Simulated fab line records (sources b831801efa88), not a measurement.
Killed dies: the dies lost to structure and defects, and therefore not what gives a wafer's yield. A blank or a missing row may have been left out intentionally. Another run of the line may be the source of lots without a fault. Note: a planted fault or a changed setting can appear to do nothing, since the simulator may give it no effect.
Which of the tools did it? / flow gf180mcu / 13 lots, 39 wafers sampled, at 5 steps of a route of 602

## WHAT EACH GAUGE READ, for each wafer
GF_HV_LDD_OVL_MEAS_47. Usual: for HV_LDD_03_OVL the level is 0.1 nm and the standard deviation is 1.5.
lot=L935; measured=day 12 05:46; on=overlay-01; HV_LDD_03_OVL (nm)=-1.4 -2.1 0.0; flag=
lot=L937; measured=day 12 21:04; on=overlay-02; HV_LDD_03_OVL (nm)=2.3 3.0 2.2; flag=
lot=L938; measured=day 13 01:07; on=overlay-01; HV_LDD_03_OVL (nm)=3.1 2.0 2.9; flag=
lot=L939; measured=day 13 11:43; on=overlay-02; HV_LDD_03_OVL (nm)=0.9 0.9 -0.6; flag=
lot=L940; measured=day 13 19:51; on=overlay-02; HV_LDD_03_OVL (nm)=0.3 -0.8 -0.4; flag=
lot=L941; measured=day 14 11:16; on=overlay-01; HV_LDD_03_OVL (nm)=1.3 0.9 1.5; flag=
lot=L942; measured=day 14 22:07; on=overlay-01; HV_LDD_03_OVL (nm)=-1.9 0.7 -0.7; flag=
lot=L944; measured=day 15 11:43; on=overlay-02; HV_LDD_03_OVL (nm)=0.3 -1.1 0.9; flag=
lot=L954; measured=day 19 01:31; on=overlay-02; HV_LDD_03_OVL (nm)=3.5 2.5 1.8; flag=
lot=L955; measured=day 19 02:34; on=overlay-02; HV_LDD_03_OVL (nm)=1.1 1.2 1.0; flag=
lot=L956; measured=day 19 13:13; on=overlay-01; HV_LDD_03_OVL (nm)=-0.7 0.2 1.0; flag=
lot=L958; measured=day 19 23:33; on=overlay-02; HV_LDD_03_OVL (nm)=-0.1 -0.2 -1.2; flag=
lot=L957; measured=day 20 02:46; on=overlay-02; HV_LDD_03_OVL (nm)=-0.4 -2.5 -0.1; flag=

GF_HV_LDD_THK_MEAS_55. Usual: for HV_LDD_CVD_54_THK the level is 10.05 nm and the standard deviation is 0.12.
lot=L935; measured=day 12 07:23; on=film-metro-02; HV_LDD_CVD_54_THK (nm)=10.15 10.04 10.01; flag=
lot=L937; measured=day 12 23:14; on=film-metro-04; HV_LDD_CVD_54_THK (nm)=10.17 10.03 10.04; flag=
lot=L938; measured=day 13 03:13; on=film-metro-02; HV_LDD_CVD_54_THK (nm)=9.93 9.92 9.86; flag=
lot=L939; measured=day 13 13:19; on=film-metro-03; HV_LDD_CVD_54_THK (nm)=10.05 10.16 10.04; flag=
lot=L940; measured=day 13 21:27; on=film-metro-02; HV_LDD_CVD_54_THK (nm)=10.08 10.05 10.02; flag=
lot=L941; measured=day 14 12:53; on=film-metro-04; HV_LDD_CVD_54_THK (nm)=9.92 9.94 9.96; flag=
lot=L942; measured=day 14 23:43; on=film-metro-04; HV_LDD_CVD_54_THK (nm)=10.00 10.00 9.97; flag=
lot=L944; measured=day 15 13:20; on=film-metro-03; HV_LDD_CVD_54_THK (nm)=6.94 6.87 7.07; flag=OFF
lot=L954; measured=day 19 03:08; on=film-metro-02; HV_LDD_CVD_54_THK (nm)=10.07 9.95 10.19; flag=
lot=L955; measured=day 19 04:10; on=film-metro-03; HV_LDD_CVD_54_THK (nm)=10.27 10.06 10.16; flag=
lot=L956; measured=day 19 14:50; on=film-metro-02; HV_LDD_CVD_54_THK (nm)=9.81 9.90 9.80; flag=
lot=L958; measured=day 20 01:10; on=film-metro-03; HV_LDD_CVD_54_THK (nm)=9.91 10.15 10.08; flag=
lot=L957; measured=day 20 04:25; on=film-metro-03; HV_LDD_CVD_54_THK (nm)=10.30 10.16 10.20; flag=

GF_NSD_TW_MEAS_12. Usual: for NSD_TW the level is 4302 and the standard deviation is 53.
lot=L935; measured=day 13 04:40; on=film-metro-01; NSD_TW=4352 4355 4346; flag=
lot=L937; measured=day 13 22:16; on=film-metro-03; NSD_TW=4205 4215 4252; flag=
lot=L938; measured=day 14 02:29; on=film-metro-01; NSD_TW=4333 4333 4320; flag=
lot=L939; measured=day 14 11:28; on=film-metro-03; NSD_TW=4237 4216 4218; flag=
lot=L940; measured=day 14 19:40; on=film-metro-03; NSD_TW=4216 4206 4220; flag=
lot=L941; measured=day 15 11:52; on=film-metro-01; NSD_TW=4362 4336 4369; flag=
lot=L942; measured=day 15 23:26; on=film-metro-01; NSD_TW=4357 4356 4348; flag=
lot=L944; measured=day 16 13:43; on=film-metro-01; NSD_TW=4362 4366 4336; flag=
lot=L954; measured=day 20 05:05; on=film-metro-02; NSD_TW=4271 4279 4307; flag=
lot=L955; measured=day 20 06:02; on=film-metro-03; NSD_TW=4239 4259 4212; flag=
lot=L956; measured=day 20 16:52; on=film-metro-01; NSD_TW=4352 4350 4351; flag=
lot=L958; measured=day 21 03:04; on=film-metro-02; NSD_TW=4270 4272 4285; flag=
lot=L957; measured=day 21 07:10; on=film-metro-01; NSD_TW=4345 4351 4325; flag=

GF_PSD_CD_MEAS_07: the cd target is 400 nm. Usual: cd-nm reads 400.3 nm (standard deviation 2.2).
lot=L935; measured=day 14 00:25; on=cd-sem-01; cd-nm (nm)=399.1 402.1 399.7; flag=
lot=L937; measured=day 14 18:29; on=cd-sem-02; cd-nm (nm)=398.8 398.8 398.7; flag=
lot=L938; measured=day 14 22:56; on=cd-sem-02; cd-nm (nm)=399.0 398.8 398.2; flag=
lot=L939; measured=day 15 08:25; on=cd-sem-02; cd-nm (nm)=402.2 401.9 401.0; flag=
lot=L940; measured=day 15 17:05; on=cd-sem-01; cd-nm (nm)=399.7 398.1 399.5; flag=
lot=L941; measured=day 16 09:26; on=cd-sem-01; cd-nm (nm)=399.3 400.0 401.4; flag=
lot=L942; measured=day 16 21:44; on=cd-sem-02; cd-nm (nm)=399.4 402.8 401.7; flag=
lot=L944; measured=day 17 12:02; on=cd-sem-02; cd-nm (nm)=397.5 395.3 398.3; flag=
lot=L954; measured=day 21 04:42; on=cd-sem-02; cd-nm (nm)=400.5 400.3 398.1; flag=
lot=L955; measured=day 21 05:34; on=cd-sem-02; cd-nm (nm)=401.3 396.7 400.6; flag=
lot=L956; measured=day 21 16:01; on=cd-sem-01; cd-nm (nm)=400.2 402.5 401.1; flag=
lot=L958; measured=day 22 02:44; on=cd-sem-01; cd-nm (nm)=404.0 400.4 401.8; flag=
lot=L957; measured=day 22 06:20; on=cd-sem-01; cd-nm (nm)=399.6 404.0 400.4; flag=

## EACH LOT AND THE TOOL THAT RAN IT (in order: tool; ch and the chambers of the sampled wafers; start)
lot=L935; GF_HV_LDD_CVD_54=lpcvd-01 ch 1, day 12 06:21
lot=L937; GF_HV_LDD_CVD_54=lpcvd-01 ch 1, day 12 21:43
lot=L938; GF_HV_LDD_CVD_54=lpcvd-01 ch 1, day 13 01:41
lot=L939; GF_HV_LDD_CVD_54=lpcvd-02 ch 1, day 13 12:17
lot=L940; GF_HV_LDD_CVD_54=lpcvd-01 ch 0, day 13 20:26
lot=L941; GF_HV_LDD_CVD_54=lpcvd-02 ch 0, day 14 11:51
lot=L942; GF_HV_LDD_CVD_54=lpcvd-02 ch 1, day 14 22:42
lot=L944; GF_HV_LDD_CVD_54=lpcvd-02 ch 1, day 15 12:18
lot=L954; GF_HV_LDD_CVD_54=lpcvd-02 ch 1, day 19 02:06
lot=L955; GF_HV_LDD_CVD_54=lpcvd-01 ch 1, day 19 03:08
lot=L956; GF_HV_LDD_CVD_54=lpcvd-02 ch 0, day 19 13:48
lot=L958; GF_HV_LDD_CVD_54=lpcvd-01 ch 0, day 20 00:08
lot=L957; GF_HV_LDD_CVD_54=lpcvd-02 ch 0, day 20 03:22
- GF_HV_LDD_CVD_54: deposits SiO2 from TEOS, target thk 10 nm, time 75 s.

## WHAT THE TOOLS THEMSELVES READ (means of the sampled wafers that have a number; where no wafer has one, the mark that the record gives instead)
GF_HV_LDD_CVD_54. Usual: spike-tc-bottom-C 700.8 C, standard deviation 1.4; spike-tc-centre-C 680.8 C, standard deviation 0.89; spike-tc-lower-C 679.8 C, standard deviation 1.2; spike-tc-top-C 696.4 C, standard deviation 1.5; spike-tc-upper-C 679.9 C, standard deviation 1.3; susceptor-temp-C 679.99 C, standard deviation 0.3; zone-power-top-pct 22.3 %, standard deviation 0.42; zone-power-upper-pct 10.5 %, standard deviation 0.79.
lot=L935; tool=lpcvd-01; spike-tc-bottom-C (C)=700.8; spike-tc-centre-C (C)=680.7; spike-tc-lower-C (C)=681.5; spike-tc-top-C (C)=697.0; spike-tc-upper-C (C)=681.5; susceptor-temp-C (C)=680.04; zone-power-top-pct (%)=22.4; zone-power-upper-pct (%)=10.3; flag=
lot=L937; tool=lpcvd-01; spike-tc-bottom-C (C)=699.7; spike-tc-centre-C (C)=680.1; spike-tc-lower-C (C)=680.4; spike-tc-top-C (C)=698.3; spike-tc-upper-C (C)=680.2; susceptor-temp-C (C)=680.06; zone-power-top-pct (%)=22.2; zone-power-upper-pct (%)=10.3; flag=
lot=L938; tool=lpcvd-01; spike-tc-bottom-C (C)=700.5; spike-tc-centre-C (C)=680.8; spike-tc-lower-C (C)=680.3; spike-tc-top-C (C)=697.3; spike-tc-upper-C (C)=680.0; susceptor-temp-C (C)=680.15; zone-power-top-pct (%)=22.3; zone-power-upper-pct (%)=10.4; flag=
lot=L939; tool=lpcvd-02; spike-tc-bottom-C (C)=700.3; spike-tc-centre-C (C)=681.6; spike-tc-lower-C (C)=678.3; spike-tc-top-C (C)=696.8; spike-tc-upper-C (C)=679.7; susceptor-temp-C (C)=680.09; zone-power-top-pct (%)=22.5; zone-power-upper-pct (%)=11.3; flag=
lot=L940; tool=lpcvd-01; spike-tc-bottom-C (C)=702.7; spike-tc-centre-C (C)=681.5; spike-tc-lower-C (C)=679.2; spike-tc-top-C (C)=693.5; spike-tc-upper-C (C)=681.3; susceptor-temp-C (C)=680.35; zone-power-top-pct (%)=21.5; zone-power-upper-pct (%)=10.3; flag=
lot=L941; tool=lpcvd-02; spike-tc-bottom-C (C)=703.3; spike-tc-centre-C (C)=681.4; spike-tc-lower-C (C)=680.2; spike-tc-top-C (C)=697.0; spike-tc-upper-C (C)=678.2; susceptor-temp-C (C)=679.94; zone-power-top-pct (%)=22.5; zone-power-upper-pct (%)=9.1; flag=
lot=L942; tool=lpcvd-02; spike-tc-bottom-C (C)=699.5; spike-tc-centre-C (C)=681.0; spike-tc-lower-C (C)=679.2; spike-tc-top-C (C)=696.8; spike-tc-upper-C (C)=679.5; susceptor-temp-C (C)=680.28; zone-power-top-pct (%)=22.4; zone-power-upper-pct (%)=11.3; flag=
lot=L944; tool=lpcvd-02; spike-tc-bottom-C (C)=685.1; spike-tc-centre-C (C)=665.8; spike-tc-lower-C (C)=665.7; spike-tc-top-C (C)=681.4; spike-tc-upper-C (C)=665.2; susceptor-temp-C (C)=664.85; zone-power-top-pct (%)=21.7; zone-power-upper-pct (%)=10.9; flag=OFF
lot=L954; tool=lpcvd-02; spike-tc-bottom-C (C)=700.1; spike-tc-centre-C (C)=681.3; spike-tc-lower-C (C)=678.4; spike-tc-top-C (C)=696.6; spike-tc-upper-C (C)=679.7; susceptor-temp-C (C)=679.43; zone-power-top-pct (%)=22.4; zone-power-upper-pct (%)=11.3; flag=
lot=L955; tool=lpcvd-01; spike-tc-bottom-C (C)=699.6; spike-tc-centre-C (C)=680.6; spike-tc-lower-C (C)=679.7; spike-tc-top-C (C)=697.5; spike-tc-upper-C (C)=679.7; susceptor-temp-C (C)=679.86; zone-power-top-pct (%)=22.3; zone-power-upper-pct (%)=10.3; flag=
lot=L956; tool=lpcvd-02; spike-tc-bottom-C (C)=702.0; spike-tc-centre-C (C)=681.6; spike-tc-lower-C (C)=679.9; spike-tc-top-C (C)=697.5; spike-tc-upper-C (C)=677.3; susceptor-temp-C (C)=679.57; zone-power-top-pct (%)=22.9; zone-power-upper-pct (%)=9.0; flag=
lot=L958; tool=lpcvd-01; spike-tc-bottom-C (C)=702.9; spike-tc-centre-C (C)=681.4; spike-tc-lower-C (C)=679.7; spike-tc-top-C (C)=694.2; spike-tc-upper-C (C)=680.1; susceptor-temp-C (C)=679.97; zone-power-top-pct (%)=21.4; zone-power-upper-pct (%)=10.4; flag=
lot=L957; tool=lpcvd-02; spike-tc-bottom-C (C)=702.1; spike-tc-centre-C (C)=681.0; spike-tc-lower-C (C)=680.5; spike-tc-top-C (C)=696.2; spike-tc-upper-C (C)=678.4; susceptor-temp-C (C)=680.17; zone-power-top-pct (%)=22.6; zone-power-upper-pct (%)=9.0; flag=

## THE ANSWER, worked out from the rows above alone
Rule: take the mean of a lot's wafers that have a number; if it is more than 3 standard deviations from the usual mean, the lot is off. A lot without any number at a reading at which 4 lots or more have one is off too. The other lots that the step has rows for count as sound. First the gauges in route order, then the tools' own readings, where a lot's mean is used as printed above. The first step at which some lot is off is used, and at that step the reading that is off furthest; a lot without a number counts as furthest.
Off: L944, seen at GF_HV_LDD_THK_MEAS_55 (HV_LDD_CVD_54_THK).
If a tool, at a process step before that reading, ran all the lots that are off and no sound lot after the first of them, it fits. The gauges at GF_HV_LDD_THK_MEAS_55 aren't tried: what is off there is off at GF_HV_LDD_CVD_54 too, on other tools, and a gauge's error can't cause that. No candidate that was tried fits.

## WHAT HAD BEEN PUT IN BY THE SIMULATOR
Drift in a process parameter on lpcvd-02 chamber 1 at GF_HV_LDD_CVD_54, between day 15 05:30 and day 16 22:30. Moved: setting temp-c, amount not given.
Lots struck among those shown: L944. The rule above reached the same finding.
